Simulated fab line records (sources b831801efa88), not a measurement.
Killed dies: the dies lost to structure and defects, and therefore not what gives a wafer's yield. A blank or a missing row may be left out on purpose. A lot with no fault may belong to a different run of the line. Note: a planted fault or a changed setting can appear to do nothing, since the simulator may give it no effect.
fab line records ; flow sky130
record lots=10; wafers=30; last_day=50
route steps=708 shown DNWELL@44 VT_ADJUST_HVTR@138 POLY_GATE@204 LDD_HVN@276
lots that met no fault: from a run of the same line without faults
start_h: hours from the record's first day to the start of the lot's first wafer shown ; wait_h: how many hours have passed since the lot's step before this one ; " identical to the entry in the row above ; L1.1+2: a single row standing in for several wafers ; - no value present, or no start provided ; * or withheld: withheld ; < > ~ a bound
route shown NAME@n: NAME is a module with steps in the file, n the number in the route of the first one ; usual: the fault-free wafers' mean and standard deviation ; same: alike in all rows ; chamber/n: place in a boat ; sites: each site's reading ; _std_site: standard deviation of those values ; _edge_site: inner sites' mean taken away from outer sites' mean ; radius_mm: for every site, how far away it sits from the centre of the wafer ; mask NAME#n: copy n ; behind: tool/chamber where the wafer was last shaped ; hold: what put the lot on hold/how long, in hours/how the hold closed ; device: whichever transistor did not switch (one of n, p or np) ; end of line: tests of these same wafers at the route's end ; for a step that has no rows: nothing shown but its recipe ; killed: dies lost to structure and defects at the first sort, not the wafer's yield ; map: per-die view of a wafer (x killed, . not killed, _ where there is no die)
set.NAME: the setting as run; set.NAME@STEP: as run at that earlier step ; model.NAME: the simulator's own value behind a step, which no gauge read
route steps across a sampled set of lots; one table per step, one row per wafer
services: a tool's chamber out of use, with start hour (start_h, from the record's first day; less than 0 if before it), hours out, and reason
## steps
# step SKY_DNWELL_TW_MEAS_09
# usual DNWELL_TW=1122/7.6
lot.wafer;tool;chamber;start_h;wait_h;DNWELL_TW
L567.3;film_metro-01;-;60.35;0.1;1121
L567.5;film_metro-01;-;60.35;0.1;1121
L567.6;film_metro-01;-;60.35;0.1;1115
L571.2;film_metro-01;-;79.29;0.1;1139
L571.3;film_metro-01;-;79.29;0.1;1143
L571.6;film_metro-01;-;79.29;0.1;1139
L575.2;film_metro-01;-;100.04;0.1;1121
L575.3;film_metro-01;-;100.04;0.1;1123
L575.4;film_metro-01;-;100.04;0.1;1121
L576.1;film_metro-03;-;107.54;0.1;1102
L576.4;film_metro-03;-;107.54;0.1;1100
L576.5;film_metro-03;-;107.54;0.1;1103
L577.2;film_metro-04;-;109.80;0.1;1122
L577.3;film_metro-04;-;109.80;0.1;1126
L577.4;film_metro-04;-;109.80;0.1;1117
L584.2;film_metro-01;-;148.15;0.1;1121
L584.4;film_metro-01;-;148.15;0.1;1123
L584.6;film_metro-01;-;148.15;0.1;1119
L586.1;film_metro-01;-;165.38;0.1;1118
L586.3;film_metro-01;-;165.38;0.1;1121
L586.4;film_metro-01;-;165.38;0.1;1116
L587.1;film_metro-01;-;170.73;0.1;1120
L587.4;film_metro-01;-;170.73;0.1;1127
L587.5;film_metro-01;-;170.73;0.1;1125
L588.1;film_metro-01;-;171.69;0.1;1122
L588.3;film_metro-01;-;171.69;0.1;1120
L588.4;film_metro-01;-;171.69;0.1;1136
L589.2;film_metro-01;-;176.59;0.1;1122
L589.4;film_metro-01;-;176.59;0.1;1116
L589.5;film_metro-01;-;176.59;0.1;1120
# step SKY_VT_ADJUST_HVTR_CD_MEAS_07
# recipe target_cd_nm=380
# usual cd_nm=379.3/2.6
lot.wafer;tool;chamber;start_h;wait_h;cd_nm
L567.3;cd_sem-02;-;211.49;0.1;383.3
L567.5;cd_sem-02;-;211.49;0.1;382.1
L567.6;cd_sem-02;-;211.49;0.1;384.5
L571.2;cd_sem-02;-;236.55;0.1;379.4
L571.3;cd_sem-02;-;236.55;0.1;375.5
L571.6;cd_sem-02;-;236.55;0.1;380.7
L575.2;cd_sem-02;-;262.50;0.1;382.5
L575.3;cd_sem-02;-;262.50;0.1;381.0
L575.4;cd_sem-02;-;262.50;0.1;379.3
L576.1;cd_sem-02;-;273.71;0.2;379.9
L576.4;cd_sem-02;-;273.71;0.2;381.0
L576.5;cd_sem-02;-;273.71;0.2;379.1
L577.2;cd_sem-02;-;281.40;0.1;381.9
L577.3;cd_sem-02;-;281.40;0.1;382.1
L577.4;cd_sem-02;-;281.40;0.1;378.4
L584.2;cd_sem-01;-;333.10;0.1;379.0
L584.4;cd_sem-01;-;333.10;0.1;376.9
L584.6;cd_sem-01;-;333.10;0.1;379.4
L586.1;cd_sem-01;-;355.83;0.1;376.7
L586.3;cd_sem-01;-;355.83;0.1;378.5
L586.4;cd_sem-01;-;355.83;0.1;377.8
L587.1;cd_sem-02;-;362.78;0.1;378.0
L587.4;cd_sem-02;-;362.78;0.1;378.1
L587.5;cd_sem-02;-;362.78;0.1;377.3
L588.1;cd_sem-02;-;364.48;0.1;370.8
L588.3;cd_sem-02;-;364.48;0.1;373.9
L588.4;cd_sem-02;-;364.48;0.1;374.5
L589.2;cd_sem-01;-;368.15;0.1;377.7
L589.4;cd_sem-01;-;368.15;0.1;376.3
L589.5;cd_sem-01;-;368.15;0.1;376.7
# step SKY_POLY_GATE_CVD_00
# recipe material=poly-Si; target_thk_nm=180; temp_c=620; time_s=720; pressure_mtorr=200
# usual spike_tc_bottom_C=639.4/1.1; spike_tc_centre_C=621.9/1.3; spike_tc_lower_C=621.7/1.1; spike_tc_top_C=636.3/1.7; spike_tc_upper_C=620.7/1.6
lot.wafer;tool;chamber;start_h;wait_h;spike_tc_bottom_C;spike_tc_centre_C;spike_tc_lower_C;spike_tc_top_C;spike_tc_upper_C
L567.3;lpcvd-01;0;319.97;0.0;638.7;621.2;621.3;635.5;621.1
L567.5;lpcvd-01;0;319.97;0.0;641.1;622.5;621.4;634.0;621.6
L567.6;lpcvd-01;0;319.97;0.0;638.5;620.6;619.9;635.5;620.6
L571.2;lpcvd-01;0;345.03;0.0;640.7;620.0;621.4;636.3;620.4
L571.3;lpcvd-01;0;345.03;0.0;641.7;621.0;622.0;634.7;621.1
L571.6;lpcvd-01;0;345.03;0.0;639.6;619.4;620.8;634.2;622.3
L575.2;lpcvd-01;0;381.39;0.0;633.1;613.4;618.4;629.6;618.6
L575.3;lpcvd-01;0;381.39;0.0;634.2;617.0;616.3;628.6;615.5
L575.4;lpcvd-01;0;381.39;0.0;632.8;614.0;612.8;628.7;615.6
L576.1;lpcvd-01;1;392.50;0.0;631.9;615.3;615.5;631.1;614.9
L576.4;lpcvd-01;1;392.50;0.0;634.6;617.2;614.2;632.4;614.1
L576.5;lpcvd-01;1;392.50;0.0;633.1;618.3;615.4;630.1;612.5
L577.2;lpcvd-01;1;400.06;0.0;632.0;615.1;616.1;631.3;614.3
L577.3;lpcvd-01;1;400.06;0.0;633.3;617.2;615.4;632.8;613.7
L577.4;lpcvd-01;1;400.06;0.0;631.8;616.6;615.3;633.6;611.5
L584.2;lpcvd-01;1;463.57;0.0;639.0;622.2;622.5;636.0;618.9
L584.4;lpcvd-01;1;463.57;0.0;638.7;621.2;620.9;638.1;619.9
L584.6;lpcvd-01;1;463.57;0.0;639.7;622.7;621.0;638.4;620.0
L586.1;lpcvd-01;0;483.93;0.0;638.7;620.2;621.4;634.9;622.4
L586.3;lpcvd-01;0;483.93;0.0;639.9;620.8;621.3;636.9;621.3
L586.4;lpcvd-01;0;483.93;0.0;639.5;621.8;622.7;635.1;620.9
L587.1;lpcvd-01;0;490.93;0.0;639.0;621.0;621.3;635.9;622.7
L587.4;lpcvd-01;0;490.93;0.0;642.0;620.7;622.4;634.7;622.4
L587.5;lpcvd-01;0;490.93;0.0;638.6;623.6;620.9;635.0;620.5
L588.1;lpcvd-01;1;493.79;0.0;638.9;623.4;622.2;637.5;619.5
L588.3;lpcvd-01;1;493.79;0.0;639.1;622.7;621.7;638.1;618.9
L588.4;lpcvd-01;1;493.79;0.0;637.5;623.6;622.2;638.4;619.0
L589.2;lpcvd-01;0;499.02;0.0;641.2;621.2;621.9;633.6;620.0
L589.4;lpcvd-01;0;499.02;0.0;639.7;620.5;623.6;634.2;622.4
L589.5;lpcvd-01;0;499.02;0.0;639.4;621.8;619.7;636.3;621.0
# step SKY_POLY_GATE_THK_MEAS_01
# recipe reads=poly-Si_of_POLY_GATE_CVD_00
# usual POLY_GATE_CVD_00_THK=179.1/1.6
lot.wafer;tool;chamber;start_h;wait_h;hold;POLY_GATE_CVD_00_THK[nm]
L567.3;film_metro-03;-;321.19;0.0;-;181.1
L567.5;film_metro-03;-;321.19;0.0;-;181.6
L567.6;film_metro-03;-;321.19;0.0;-;181.2
L571.2;film_metro-03;-;346.24;0.0;-;180.2
L571.3;film_metro-03;-;346.24;0.0;-;180.0
L571.6;film_metro-03;-;346.24;0.0;-;180.0
L575.2;film_metro-01;-;382.60;0.0;await_dispo/0.2h/release;156.8
L575.3;film_metro-01;-;382.60;0.0;await_dispo/0.2h/release;157.2
L575.4;film_metro-01;-;382.60;0.0;await_dispo/0.2h/release;156.1
L575.2;film_metro-01;-;382.82;0.2;-;156.7
L575.3;film_metro-01;-;382.82;0.2;-;157.2
L575.4;film_metro-01;-;382.82;0.2;-;156.2
L576.1;film_metro-01;-;394.30;0.0;await_dispo/0.2h/release;157.8
L576.4;film_metro-01;-;394.30;0.0;await_dispo/0.2h/release;157.1
L576.5;film_metro-01;-;394.30;0.0;await_dispo/0.2h/release;156.9
L576.1;film_metro-01;-;394.53;0.2;-;158.0
L576.4;film_metro-01;-;394.53;0.2;-;157.2
L576.5;film_metro-01;-;394.53;0.2;-;157.0
L577.2;film_metro-02;-;401.27;0.0;await_dispo/0.2h/release;154.1
L577.3;film_metro-02;-;401.27;0.0;await_dispo/0.2h/release;154.9
L577.4;film_metro-02;-;401.27;0.0;await_dispo/0.2h/release;155.5
L577.2;film_metro-02;-;401.50;0.2;-;154.4
L577.3;film_metro-02;-;401.50;0.2;-;154.9
L577.4;film_metro-02;-;401.50;0.2;-;155.4
L584.2;film_metro-01;-;465.38;0.0;-;178.2
L584.4;film_metro-01;-;465.38;0.0;-;176.8
L584.6;film_metro-01;-;465.38;0.0;-;177.1
L586.1;film_metro-02;-;485.73;0.0;-;178.2
L586.3;film_metro-02;-;485.73;0.0;-;178.2
L586.4;film_metro-02;-;485.73;0.0;-;179.9
L587.1;film_metro-02;-;492.73;0.0;-;176.7
L587.4;film_metro-02;-;492.73;0.0;-;177.3
L587.5;film_metro-02;-;492.73;0.0;-;176.6
L588.1;film_metro-02;-;495.59;0.0;-;178.7
L588.3;film_metro-02;-;495.59;0.0;-;178.5
L588.4;film_metro-02;-;495.59;0.0;-;179.0
L589.2;film_metro-01;-;500.83;0.0;-;177.4
L589.4;film_metro-01;-;500.83;0.0;-;180.2
L589.5;film_metro-01;-;500.83;0.0;-;178.6
# step SKY_POLY_GATE_ETCH_17
# recipe target_depth_nm=180; stop_on=SiO2; over_etch_frac=0.56667; chemistry=HBr/Cl2; target=poly-Si; icp_w=400; bias_w=100; pressure_mtorr=10; HBr_flow_sccm=150; Cl2_flow_sccm=50; time_s=70.5
# usual drypump_motor_current_A=5.5/0.53; oes_product_au=0.985/0.007; throttle_valve_pct=33.684/0.01
lot.wafer;tool;chamber;start_h;wait_h;drypump_motor_current_A;oes_product_au;rf_hours_counter_h;throttle_valve_pct
L567.3;rie_si-01;0;378.47;0.0;5.0;0.997;1;33.709
L567.5;rie_si-01;1;378.47;0.0;5.0;1.005;-;33.671
L567.6;rie_si-01;0;378.47;0.0;5.0;0.995;-;33.681
L571.2;rie_si-01;1;404.47;0.0;5.0;0.982;6;33.679
L571.3;rie_si-01;2;404.47;0.0;5.2;0.987;39;33.678
L571.6;rie_si-01;0;404.47;0.0;5.0;0.991;-;33.675
L575.2;rie_si-01;2;443.67;0.0;5.1;0.893;40;33.672
L575.3;rie_si-01;3;443.67;0.0;5.3;0.905;2;33.677
L575.4;rie_si-01;1;443.67;0.0;5.0;0.899;6;33.683
L576.1;rie_si-01;0;457.02;0.0;5.0;0.902;2;33.674
L576.4;rie_si-01;3;457.02;0.0;5.3;0.907;2;33.686
L576.5;rie_si-01;0;457.02;0.0;5.0;0.897;-;33.683
L577.2;rie_si-01;3;463.82;0.0;5.3;0.888;2;33.673
L577.3;rie_si-01;1;463.82;0.0;5.0;0.896;7;33.694
L577.4;rie_si-01;2;463.82;0.0;5.1;0.898;40;33.699
L584.2;rie_si-01;3;528.26;0.0;5.3;0.980;2;33.690
L584.4;rie_si-01;0;528.26;0.0;5.0;0.969;2;33.655
L584.6;rie_si-01;2;528.26;0.0;5.2;0.973;-;33.694
L586.1;rie_si-01;1;547.82;0.0;5.0;0.985;7;33.695
L586.3;rie_si-01;2;547.82;0.0;5.1;0.973;40;33.690
L586.4;rie_si-01;0;547.82;0.0;5.0;0.992;2;33.680
L587.1;rie_si-02;0;555.17;0.0;6.3;0.973;1;33.677
L587.4;rie_si-02;0;555.17;0.0;6.3;0.988;-;33.692
L587.5;rie_si-02;2;555.17;0.0;6.0;0.977;-;33.684
L588.1;rie_si-01;3;557.67;0.0;5.3;0.995;2;33.707
L588.3;rie_si-01;2;557.67;0.0;5.2;0.976;40;33.700
L588.4;rie_si-01;0;557.67;0.0;5.0;0.980;2;33.677
L589.2;rie_si-01;0;562.82;0.0;5.0;0.979;2;33.686
L589.4;rie_si-01;1;562.82;0.0;5.0;0.986;7;33.683
L589.5;rie_si-01;2;562.82;0.0;5.2;0.992;-;33.678
# step SKY_LDD_HVN_STRIP_09
# recipe chemistry=O2/N2; power_w=1400; pressure_mtorr=1500; platen_temp_c=withheld; o2_flow_sccm=3000; n2_flow_sccm=300; overash_fraction=0.5
# usual drypump_motor_current_A=5.9/0.5; oes_product_au=0.408/0.0041; strip_time_to_endpoint_s=4.130/0.013
# same overash_fraction=0.5
lot.wafer;tool;chamber;start_h;wait_h;drypump_motor_current_A;oes_product_au;rf_hours_counter_h;strip_time_to_endpoint_s
L567.3;plasma_asher-02;0;476.21;0.1;5.3;0.409;-;4.138
L567.5;plasma_asher-02;0;476.21;0.1;5.3;0.407;-;4.137
L567.6;plasma_asher-02;1;476.21;0.1;5.8;0.415;-;4.138
L571.2;plasma_asher-03;1;499.11;0.1;5.5;0.407;67;4.140
L571.3;plasma_asher-03;1;499.11;0.1;5.5;0.409;-;4.135
L571.6;plasma_asher-03;1;499.11;0.1;5.5;0.405;-;4.132
L575.2;plasma_asher-02;1;539.08;0.1;5.7;0.403;38;4.144
L575.3;plasma_asher-02;1;539.08;0.1;5.7;0.407;-;4.128
L575.4;plasma_asher-02;0;539.08;0.1;5.2;0.408;-;4.140
L576.1;plasma_asher-02;1;552.76;0.1;5.7;0.407;39;4.130
L576.4;plasma_asher-02;1;552.76;0.1;5.8;0.408;-;4.130
L576.5;plasma_asher-02;1;552.76;0.1;5.7;0.408;-;4.117
L577.2;plasma_asher-03;0;561.98;0.1;6.6;0.415;73;4.131
L577.3;plasma_asher-03;1;561.98;0.1;5.6;0.405;-;4.124
L577.4;plasma_asher-03;0;561.98;0.1;6.7;0.406;-;4.118
L584.2;plasma_asher-04;1;620.76;0.1;6.2;0.410;96;4.113
L584.4;plasma_asher-04;0;620.76;0.1;5.9;0.419;-;4.115
L584.6;plasma_asher-04;0;620.76;0.1;5.9;0.412;-;4.141
L586.1;plasma_asher-03;1;637.97;0.1;5.5;0.405;80;4.107
L586.3;plasma_asher-03;0;637.97;0.1;6.7;0.409;-;4.128
L586.4;plasma_asher-03;1;637.97;0.1;5.6;0.409;-;4.119
L587.1;plasma_asher-02;0;646.46;0.1;5.3;0.410;48;4.122
L587.4;plasma_asher-02;0;646.46;0.1;5.3;0.404;-;4.134
L587.5;plasma_asher-02;0;646.46;0.1;5.3;0.411;-;4.131
L588.1;plasma_asher-02;1;648.02;0.1;5.7;0.412;49;4.134
L588.3;plasma_asher-02;1;648.02;0.1;5.7;0.403;-;4.137
L588.4;plasma_asher-02;0;648.02;0.1;5.3;0.413;-;4.117
L589.2;plasma_asher-02;1;653.42;0.1;5.8;0.402;49;4.140
L589.4;plasma_asher-02;0;653.42;0.1;5.3;0.411;-;4.140
L589.5;plasma_asher-02;1;653.42;0.1;5.7;0.414;-;4.128
## services
tool;chamber;start_h;hours;kind
plasma_asher-03;-;298.33;0.4;repair
plasma_asher-03;-;300.21;1.9;repair
rie_si-01;0;305.81;15.9;repair
plasma_asher-02;-;311.71;8.1;repair
plasma_asher-04;-;324.07;2.8;pm
plasma_asher-02;-;329.38;4.0;pm
lpcvd-01;-;341.08;2.8;pm
rie_si-02;0;357.08;5.2;repair
rie_si-02;2;357.68;4.0;repair
plasma_asher-03;-;376.92;0.8;repair
plasma_asher-03;-;379.36;1.3;repair
rie_si-02;-;418.14;2.8;pm
lpcvd-01;-;456.16;0.8;pm
plasma_asher-04;-;459.88;1.3;repair
rie_si-01;-;493.46;2.8;pm
rie_si-02;3;493.67;5.0;repair
plasma_asher-04;-;512.98;0.6;repair
plasma_asher-02;-;523.35;11.1;repair
rie_si-02;2;525.37;7.4;repair
plasma_asher-03;-;569.07;1.4;repair
plasma_asher-02;-;578.45;1.5;repair
rie_si-01;3;600.24;20.5;repair
plasma_asher-03;-;625.50;5.5;repair
plasma_asher-03;-;630.99;2.8;pm
## key
first_sign step=SKY_POLY_GATE_CVD_00; reading=spike_tc_bottom_C; direction=down; sigmas=6; usual=639.4; struck=633.0
effect step=SKY_POLY_GATE_CVD_00; reading=spike_tc_lower_C; direction=down; sigmas=5.7; usual=621.7; struck=615.5
effect step=SKY_POLY_GATE_THK_MEAS_01; reading=visit; direction=added
effect step=SKY_POLY_GATE_THK_MEAS_01; reading=POLY_GATE_CVD_00_THK; direction=down; sigmas=14; usual=179.1; struck=156.3
effect step=SKY_POLY_GATE_ETCH_17; reading=oes_product_au; direction=down; sigmas=12; usual=0.985; struck=0.898
met_at SKY_POLY_GATE_CVD_00
struck_lots L575,L576,L577
tester_left_out L575,L576,L577
not_acting_at SKY_DNWELL_TW_MEAS_09,SKY_VT_ADJUST_HVTR_CD_MEAS_07,SKY_LDD_HVN_STRIP_09
onset_between 345.03 381.39
fault kind=process_parameter_drift; tool=lpcvd-01; chamber=-; onset_h=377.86; steps=SKY_POLY_GATE_CVD_00; channel=temp_c; offset=*; shape=step; end_h=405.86; stated=*
# tester_left_out: of these lots the tester's yield and bins aren't shown, on N5 and GAA mostly nor the transistor test; their killed dies are dies lost to structure and defects alone, not to doping, threshold or leakage, so they don't give the yield
